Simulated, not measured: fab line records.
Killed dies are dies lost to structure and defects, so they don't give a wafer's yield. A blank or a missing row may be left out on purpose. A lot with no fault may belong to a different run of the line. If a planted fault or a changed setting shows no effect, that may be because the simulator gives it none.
fab line records    flow sky130
record: lots: 7  wafers: 21  lastDay: 50
route steps=708 shown PASSIVATION@689 PAD_OPEN@694
lots untouched by any fault: they come from a run of this same line in which no faults occurred
startH: start of the lot's first displayed wafer, in hours after the record's first day    waitH: hours elapsed since this lot's preceding step    " as in the row above    L1.1+2: a row that stands for several wafers    - no value, or no start given    * or withheld: withheld    < > ~ a bound
route shown NAME@n: names a module that has steps shown in the file, with the first one's number in the route    usual: average and standard deviation across the fault-free wafers    same: alike in all rows    chamber/n: place in a boat    sites: per-site readings    _std_site: the values' standard deviation    _edge_site: inner sites' mean taken away from outer sites' mean    radiusMm: for every site, how far away it sits from the centre of the wafer    mask NAME#n: copy n    behind: tool/chamber where the wafer was last shaped    hold: what put the lot on hold/how long, in hours/how the hold closed    device: names the non-switching transistor (n, p or np)    end of line: the route-end tests of the same wafers    step lacking rows: just its recipe    killed: count of dies lost to structure and defects at first sort (not the wafer's yield)    map: per-die view of a wafer (x killed, . not killed, _ where there is no die)
set.NAME: the setting as run; set.NAME@STEP: as run at that earlier step    model.NAME: the simulator's own value behind a step, which no gauge read
lots seen at some steps along the route; tables by step, rows by wafer
services: when a tool's chamber went out of use (startH, in hours from the record's first day, below 0 if earlier), for how many hours, and the reason
== steps ==
step: SKY_PASSIVATION_EXPOSE_08
recipe: maskId: NSM  targetCdNm: 3000  na: 0.57  doseMj: 260
step: SKY_PASSIVATION_PEB_09
recipe: tempC: 115  timeS: withheld
step: SKY_PASSIVATION_DEVELOP_10
recipe: developTimeS: 60  devTempC: 23
step: SKY_PASSIVATION_ETCH_11
recipe: chemistry: CF4/O2  targetDepthNm: 725  stopOn: AlCu  sourceW: 800  biasW: 150  pressureMtorr: 150  cf4FlowSccm: 80  O2_flow_sccm: 10  timeS: 161.1
usual: biasW: 150.1/0.46  drypumpMotorCurrentA: 5.8/0.5  oesProductAu: 0.978/0.0063  throttleValvePct: 5.964/0.0097
lot.wafer  tool        chamber  startH   waitH  biasW  drypumpMotorCurrentA  oesProductAu  rfHoursCounterH  throttleValvePct
L887.1     rieDiel-01  3        1094.20  -      149.3  5.0                   0.980         19               5.964
L887.2     "           0        "        "      149.9  5.3                   0.983         18               5.964
L887.3     "           1        "        "      150.6  6.1                   0.979         16               5.945
L889.3     rieDiel-01  1        1103.28  -      150.2  6.1                   0.983         17               5.954
L889.5     "           2        "        "      149.8  5.9                   0.988         -                5.980
L889.6     "           1        "        "      150.2  6.1                   0.986         -                5.960
L898.3     rieDiel-03  3        1154.31  -      150.1  5.1                   0.973         13               5.961
L898.5     "           0        "        "      150.2  5.3                   0.973         -                5.971
L898.6     "           3        "        "      150.2  5.0                   0.977         -                5.962
L899.1     rieDiel-03  0        1162.96  -      150.1  5.3                   0.976         19               5.964
L899.3     "           2        "        "      149.6  6.0                   0.980         10               5.941
L899.5     "           3        "        "      150.2  5.0                   0.986         -                5.975
L900.1     rieDiel-01  1        1165.56  -      150.3  6.2                   0.974         19               5.945
L900.2     "           0        "        "      149.6  5.3                   0.969         20               5.942
L900.3     "           3        "        "      150.1  5.0                   0.970         21               5.966
L901.1     rieDiel-02  1        1168.56  -      149.2  5.9                   0.975         27               5.949
L901.2     "           0        "        "      149.6  6.1                   0.979         12               5.983
L901.4     "           2        "        "      150.0  6.7                   0.982         28               5.963
L903.3     rieDiel-01  2        1172.61  -      150.9  5.9                   0.980         11               5.948
L903.4     "           0        "        "      149.9  5.4                   0.974         20               5.974
L903.5     "           3        "        "      150.3  5.0                   0.981         -                5.973
step: SKY_PASSIVATION_STRIP_12
recipe: chemistry: O2/N2  powerW: 1400  pressureMtorr: 1500  platenTempC: withheld  overashFraction: 0.7  o2FlowSccm: 3000  n2FlowSccm: 300
usual: drypumpMotorCurrentA: 5.6/0.5  oesProductAu: 0.661/0.0046  stripTimeToEndpointS: 31.48/0.11
lot.wafer  tool            chamber  startH   waitH  drypumpMotorCurrentA  oesProductAu  rfHoursCounterH  stripTimeToEndpointS
L887.1     plasmaAsher-04  1        1094.31  0.1    5.8                   0.659         95               31.48
L887.2     "               0        "        "      5.6                   0.652         95               31.39
L887.3     "               1        "        "      5.8                   0.655         -                31.34
L889.3     plasmaAsher-02  1        1103.42  0.1    4.9                   0.660         -                31.51
L889.5     "               1        "        "      4.9                   0.661         -                31.59
L889.6     "               0        "        "      6.4                   0.655         -                31.42
L898.3     plasmaAsher-04  0        1154.45  0.1    5.6                   0.651         -                31.58
L898.5     "               0        "        "      5.6                   0.665         -                31.49
L898.6     "               1        "        "      5.8                   0.656         -                31.51
L899.1     plasmaAsher-01  1        1163.06  0.1    5.8                   0.660         11               31.54
L899.3     "               1        "        "      5.8                   0.667         -                31.50
L899.5     "               0        "        "      5.2                   0.658         -                31.57
L900.1     plasmaAsher-04  1        1165.67  0.1    5.8                   0.672         99               31.46
L900.2     "               0        "        "      5.6                   0.663         99               31.40
L900.3     "               0        "        "      5.6                   0.665         -                31.39
L901.1     plasmaAsher-02  0        1168.66  0.1    6.4                   0.663         43               31.54
L901.2     "               1        "        "      4.9                   0.666         43               31.45
L901.4     "               0        "        "      6.4                   0.661         -                31.62
L903.3     plasmaAsher-01  0        1172.75  0.1    5.2                   0.662         -                31.34
L903.4     "               1        "        "      5.8                   0.655         -                31.43
L903.5     "               0        "        "      5.2                   0.659         -                31.51
step: SKY_PAD_OPEN_DEHYDRATE_00
recipe: tempC: 200  timeS: 60
step: SKY_PAD_OPEN_HMDS_01
recipe: primeTimeS: 60  primeTempC: 120
step: SKY_PAD_OPEN_COAT_02
recipe: spinRpm: 2000  resistThkNm: 3000
step: SKY_PAD_OPEN_SOFTBAKE_03
recipe: tempC: 110  timeS: withheld
step: SKY_PAD_OPEN_EXPOSE_04
recipe: maskId: PDM  targetCdNm: 60000  na: 0.57  doseMj: 260
step: SKY_PAD_OPEN_PEB_05
recipe: tempC: 115  timeS: withheld
step: SKY_PAD_OPEN_DEVELOP_06
recipe: developTimeS: 60  devTempC: 23
step: SKY_PAD_OPEN_ETCH_07
recipe: chemistry: CF4/O2  targetDepthNm: 725  stopOn: AlCu  sourceW: 800  biasW: 150  pressureMtorr: 150  cf4FlowSccm: 80  O2_flow_sccm: 10  timeS: 161.1
usual: biasW: 150.0/0.44  drypumpMotorCurrentA: 6.0/0.42  oesProductAu: 0.979/0.0068  throttleValvePct: 5.965/0.0089
lot.wafer  tool        chamber  startH   waitH  biasW  drypumpMotorCurrentA  oesProductAu  rfHoursCounterH  throttleValvePct
L887.1     rieDiel-02  3        1113.65  -      149.8  6.3                   0.982         7                5.970
L887.2     "           2        "        "      150.2  6.7                   0.973         26               5.956
L887.3     "           0        "        "      149.7  6.1                   0.986         10               5.953
L889.3     rieDiel-04  2        1122.54  -      150.1  5.6                   0.989         16               5.976
L889.5     "           0        "        "      150.2  6.0                   0.978         -                5.974
L889.6     "           1        "        "      149.4  6.2                   0.982         -                5.963
L898.3     rieDiel-04  1        1170.91  -      150.4  6.2                   0.978         16               5.950
L898.5     "           2        "        "      149.2  5.5                   0.975         -                5.967
L898.6     "           1        "        "      150.6  6.3                   0.969         -                5.964
L899.1     rieDiel-02  0        1178.96  -      160.9  6.1                   0.982         13               5.974
L899.3     "           3        "        "      161.5  6.3                   0.977         10               5.978
L899.5     "           1        "        "      161.1  5.9                   0.986         -                5.982
L900.1     rieDiel-02  0        1181.44  -      161.7  6.1                   0.983         13               5.949
L900.2     "           1        "        "      161.3  5.9                   0.974         28               5.970
L900.3     "           3        "        "      162.6  6.4                   0.984         10               5.973
L901.1     rieDiel-02  0        1185.04  -      161.6  6.1                   0.979         13               5.952
L901.2     "           3        "        "      161.3  6.4                   0.984         10               5.945
L901.4     "           1        "        "      161.3  5.9                   0.989         28               5.965
L903.3     rieDiel-01  2        1188.79  -      150.0  5.8                   0.982         11               5.971
L903.4     "           1        "        "      149.2  6.1                   0.980         20               5.968
L903.5     "           2        "        "      149.3  5.9                   0.980         -                5.970
step: SKY_PAD_OPEN_STRIP_08
recipe: chemistry: O2/N2  powerW: 1400  pressureMtorr: 1500  platenTempC: withheld  overashFraction: 0.7  o2FlowSccm: 3000  n2FlowSccm: 300
usual: drypumpMotorCurrentA: 5.6/0.59  oesProductAu: 0.663/0.0045
lot.wafer  tool            chamber  startH   waitH  drypumpMotorCurrentA  oesProductAu  rfHoursCounterH
L887.1     plasmaAsher-03  1        1113.76  0.1    4.9                   0.671         66
L887.2     "               0        "        "      6.2                   0.659         66
L887.3     "               1        "        "      4.9                   0.662         -
L889.3     plasmaAsher-01  0        1122.68  0.1    5.2                   0.665         -
L889.5     "               0        "        "      5.2                   0.662         -
L889.6     "               1        "        "      5.8                   0.665         -
L898.3     plasmaAsher-01  0        1171.04  0.1    5.2                   0.657         -
L898.5     "               1        "        "      5.8                   0.662         -
L898.6     "               0        "        "      5.2                   0.661         -
L899.1     plasmaAsher-02  0        1179.07  0.1    6.4                   0.660         44
L899.3     "               0        "        "      6.4                   0.663         -
L899.5     "               1        "        "      4.9                   0.658         -
L900.1     plasmaAsher-01  0        1181.55  0.1    5.2                   0.664         13
L900.2     "               1        "        "      5.8                   0.668         13
L900.3     "               0        "        "      5.2                   0.664         -
L901.1     plasmaAsher-02  1        1185.15  0.1    4.8                   0.658         44
L901.2     "               0        "        "      6.4                   0.668         44
L901.4     "               1        "        "      4.9                   0.646         -
L903.3     plasmaAsher-02  1        1188.93  0.1    4.8                   0.659         -
L903.4     "               0        "        "      6.4                   0.663         -
L903.5     "               0        "        "      6.4                   0.657         -
step: SKY_PAD_OPEN_PROBE_99
usual: defectLimitedYield: 82.7/1.8  killed_at_M0_to_M3: 43/6.8  killed_at_M4_up: 3.2/1.8  killedAtContacts: 24/5.2  killedAtFrontEnd: 15/4.2  killedAtOther: 0.4/0.62  killedDies: 85/8.7  killedOpen: 46/6.7  killedShort: 39/5.9  sort_bin_3_pad_short: 0.9/0.41  sort_bin_5_function: 10.2/1.5  sort_bin_6_memory: 6.3/1.1  sortNPass: 407/8.7  sortYieldPct: 82.7/1.8
same: grossDies: 492  killedAtBackSide: 0  sort_bin_4_leakage[%]: 0  sort_bin_8_speed[%]: 0
lot.wafer  tool       chamber  startH   waitH  defectLimitedYield[%]  killed_at_M0_to_M3  killed_at_M4_up  killedAtContacts  killedAtFrontEnd  killedAtOther  killedDies  killedOpen  killedShort  sort_bin_3_pad_short[%]  sort_bin_5_function[%]  sort_bin_6_memory[%]  sortNPass  sortYieldPct[%]
L887.1     prober-02  -        1115.97  0.1    84.1                   34                  7                22                15                0              78          42          36           0.8                      10.2                    4.9                   414        84.1
L887.2     prober-02  -        1116.02  0.1    81.9                   47                  4                21                16                1              89          49          40           0.6                      12.2                    5.3                   403        81.9
L887.3     prober-02  -        1116.07  0.2    82.5                   45                  2                24                15                0              86          47          39           1.2                      9.8                     6.5                   406        82.5
L898.3     prober-02  -        1173.38  0.2    79.5                   48                  5                25                21                2              101         51          49           1.0                      12.6                    6.9                   391        79.5
L898.5     prober-02  -        1173.48  0.2    81.7                   46                  4                23                15                2              90          46          42           1.2                      7.7                     9.3                   402        81.7
L898.6     prober-02  -        1173.53  0.2    81.7                   42                  2                29                17                0              90          50          40           0.6                      12.6                    5.1                   402        81.7
L899.1     prober-01  -        1181.44  0.1    82.5                   45                  4                20                17                0              86          36          50           0.8                      9.3                     7.3                   406        82.5
L899.3     prober-01  -        1181.54  0.2    83.5                   33                  2                26                20                0              81          41          40           0.8                      9.3                     6.3                   411        83.5
L899.5     prober-01  -        1181.64  0.2    85.2                   34                  1                24                13                1              73          42          31           0                        8.7                     6.1                   419        85.2
L900.1     prober-02  -        1183.85  0.1    80.9                   60                  4                20                10                0              94          54          40           0.2                      11.0                    7.9                   398        80.9
L900.2     prober-02  -        1183.90  0.1    79.9                   51                  4                28                16                0              99          56          43           1.2                      11.6                    7.3                   393        79.9
L900.3     prober-02  -        1183.95  0.2    82.3                   40                  6                26                15                0              87          49          37           1.0                      10.0                    6.7                   405        82.3
L901.1     prober-01  -        1187.36  0.1    84.6                   35                  3                21                17                0              76          44          32           1.0                      10.4                    4.1                   416        84.6
L901.2     prober-01  -        1187.41  0.1    83.3                   46                  4                23                9                 0              82          45          37           0.4                      10.2                    6.1                   410        83.3
L901.4     prober-01  -        1187.51  0.2    80.5                   56                  3                23                14                0              96          46          49           0.4                      12.4                    6.7                   396        80.5
L903.3     prober-01  -        1191.26  0.2    82.9                   45                  1                20                17                1              84          51          32           0.4                      11.8                    4.9                   408        82.9
L903.4     prober-01  -        1191.31  0.2    83.5                   48                  5                18                10                0              81          47          34           0.2                      9.6                     6.7                   411        83.5
L903.5     prober-01  -        1191.36  0.2    86.8                   27                  1                19                17                1              65          37          27           0.4                      8.7                     4.1                   427        86.8
killed by level:class
L887.1 LI_CONTACT:geometricParticle:open=7 VIA1:geometricParticle:open=7 CONTACT:geometricParticle:open=6 FIELD_ISO:geometricParticle:open=5 METAL1:geometricParticle:short=5 METAL2:geometricParticle:short=5 METAL2:geometricParticle:open=5 METAL4:geometricParticle:short=5
L887.2 VIA1:geometricParticle:open=12 LI_CONTACT:geometricParticle:open=10 VIA1:geometricParticle:short=8 METAL2:geometricParticle:short=6 VIA3:geometricParticle:short=6 POLY_GATE:geometricParticle:short=5 CONTACT:geometricParticle:open=5 POLY_GATE:geometricParticle:open=4
L887.3 CONTACT:geometricParticle:open=11 METAL1:geometricParticle:short=11 LI_CONTACT:geometricParticle:open=9 VIA3:geometricParticle:open=7 FIELD_ISO:geometricParticle:short=6 VIA1:geometricParticle:open=6 VIA3:geometricParticle:short=5 VIA2:geometricParticle:short=4
L898.3 VIA1:geometricParticle:open=14 CONTACT:geometricParticle:open=9 VIA2:geometricParticle:open=8 METAL2:geometricParticle:short=6 FIELD_ISO:geometricParticle:open=5 CONTACT:geometricParticle:short=5 VIA1:geometricParticle:short=5 FIELD_ISO:geometricParticle:short=4
L898.5 CONTACT:geometricParticle:open=10 METAL2:geometricParticle:short=9 VIA1:geometricParticle:short=9 LI_CONTACT:geometricParticle:open=7 VIA1:geometricParticle:open=7 FIELD_ISO:geometricParticle:short=6 VIA2:geometricParticle:open=6 VIA3:geometricParticle:open=6
L898.6 CONTACT:geometricParticle:open=16 METAL2:geometricParticle:short=7 VIA1:geometricParticle:open=7 VIA2:geometricParticle:open=7 VIA1:geometricParticle:short=6 LI_CONTACT:geometricParticle:open=5 POLY_GATE:geometricParticle:open=4 LI_CONTACT:geometricParticle:short=4
L899.1 METAL1:geometricParticle:short=10 VIA1:geometricParticle:open=9 METAL2:geometricParticle:short=7 LOCAL_INTERCONNECT:geometricParticle:short=6 CONTACT:geometricParticle:open=6 VIA3:geometricParticle:short=6 SPACER:geometricParticle:open=5 VIA1:geometricParticle:short=5
L899.3 VIA1:geometricParticle:open=8 FIELD_ISO:geometricParticle:short=7 METAL1:geometricParticle:short=7 LI_CONTACT:geometricParticle:open=7 CONTACT:geometricParticle:open=7 FIELD_ISO:geometricParticle:open=6 CONTACT:geometricParticle:short=6 LOCAL_INTERCONNECT:geometricParticle:short=4
L899.5 CONTACT:geometricParticle:open=13 VIA3:geometricParticle:open=8 VIA2:geometricParticle:open=5 CONTACT:geometricParticle:short=4 VIA1:geometricParticle:open=4 METAL1:geometricParticle:short=4 METAL2:geometricParticle:short=4 FIELD_ISO:geometricParticle:short=3
L900.1 VIA1:geometricParticle:open=14 METAL1:geometricParticle:short=10 CONTACT:geometricParticle:open=9 VIA3:geometricParticle:open=8 LI_CONTACT:geometricParticle:open=5 VIA1:geometricParticle:short=5 METAL2:geometricParticle:short=5 VIA2:geometricParticle:open=4
L900.2 VIA1:geometricParticle:open=13 CONTACT:geometricParticle:open=11 METAL2:geometricParticle:short=8 LI_CONTACT:geometricParticle:open=7 METAL3:geometricParticle:short=7 VIA3:geometricParticle:open=5 CONTACT:geometricParticle:short=5 VIA2:geometricParticle:open=5
L900.3 CONTACT:geometricParticle:open=13 VIA1:geometricParticle:open=7 VIA2:geometricParticle:open=6 METAL4:geometricParticle:short=6 LOCAL_INTERCONNECT:geometricParticle:short=5 METAL2:geometricParticle:short=5 VIA3:geometricParticle:open=5 FIELD_ISO:geometricParticle:short=4
L901.1 LI_CONTACT:geometricParticle:open=7 VIA1:geometricParticle:open=7 CONTACT:geometricParticle:open=6 FIELD_ISO:geometricParticle:short=5 POLY_GATE:geometricParticle:open=4 METAL1:geometricParticle:short=4 METAL2:geometricParticle:short=4 VIA2:geometricParticle:short=4
L901.2 VIA3:geometricParticle:open=12 VIA1:geometricParticle:open=10 METAL2:geometricParticle:short=7 LOCAL_INTERCONNECT:geometricParticle:short=6 FIELD_ISO:geometricParticle:short=5 LI_CONTACT:geometricParticle:open=5 CONTACT:geometricParticle:open=5 VIA1:geometricParticle:short=5
L901.4 VIA1:geometricParticle:open=11 VIA1:geometricParticle:short=8 LI_CONTACT:geometricParticle:open=7 VIA3:geometricParticle:short=7 CONTACT:geometricParticle:open=6 VIA2:geometricParticle:open=6 METAL2:geometricParticle:short=6 VIA3:geometricParticle:open=6
L903.3 CONTACT:geometricParticle:open=12 VIA3:geometricParticle:open=10 VIA2:geometricParticle:open=7 VIA1:geometricParticle:open=7 FIELD_ISO:geometricParticle:short=5 FIELD_ISO:geometricParticle:open=4 LI_CONTACT:geometricParticle:open=4 VIA2:geometricParticle:short=4
L903.4 VIA3:geometricParticle:open=10 VIA1:geometricParticle:open=9 VIA2:geometricParticle:open=9 CONTACT:geometricParticle:open=8 LI_CONTACT:geometricParticle:open=6 FIELD_ISO:geometricParticle:short=5 METAL4:geometricParticle:short=5 VIA1:geometricParticle:short=4
L903.5 LI_CONTACT:geometricParticle:open=10 VIA2:geometricParticle:open=6 CONTACT:geometricParticle:short=4 VIA1:geometricParticle:open=4 VIA3:geometricParticle:open=4 FIELD_ISO:geometricParticle:short=3 POLY_GATE:geometricParticle:short=3 SPACER:geometricParticle:open=3
== services ==
tool            chamber  startH   hours  kind
rieDiel-04      1        1071.94  1.8    repair
plasmaAsher-03  -        1075.35  8.0    repair
rieDiel-03      1        1080.60  4.1    repair
rieDiel-01      2        1089.47  7.0    repair
plasmaAsher-04  -        1099.87  28.1   pm
rieDiel-04      -        1127.20  0.3    repair
rieDiel-02      1        1127.38  15.9   repair
rieDiel-03      1        1143.74  18.4   repair
rieDiel-02      1        1157.04  6.8    repair
rieDiel-01      0        1178.84  8.3    repair
== key ==
firstSign: step: SKY_PAD_OPEN_ETCH_07  reading: biasW  direction: up  sigmas: 26  usual: 150.0  struck: 161.5
effect none on later readings
metAt SKY_PAD_OPEN_ETCH_07
struckWafers L899.1,L899.3,L899.5,L900.1,L900.2,L900.3,L901.1,L901.2,L901.4
onsetBetween 1113.65 1178.96
fault: kind: processParameterDrift  tool: rieDiel-02  chamber: -  onsetH: 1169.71  steps: SKY_PAD_OPEN_ETCH_07  channel: biasW  offset: 11.763  shape: step  endH: 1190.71  actsIn: theseRecipesOnly  stated: 150
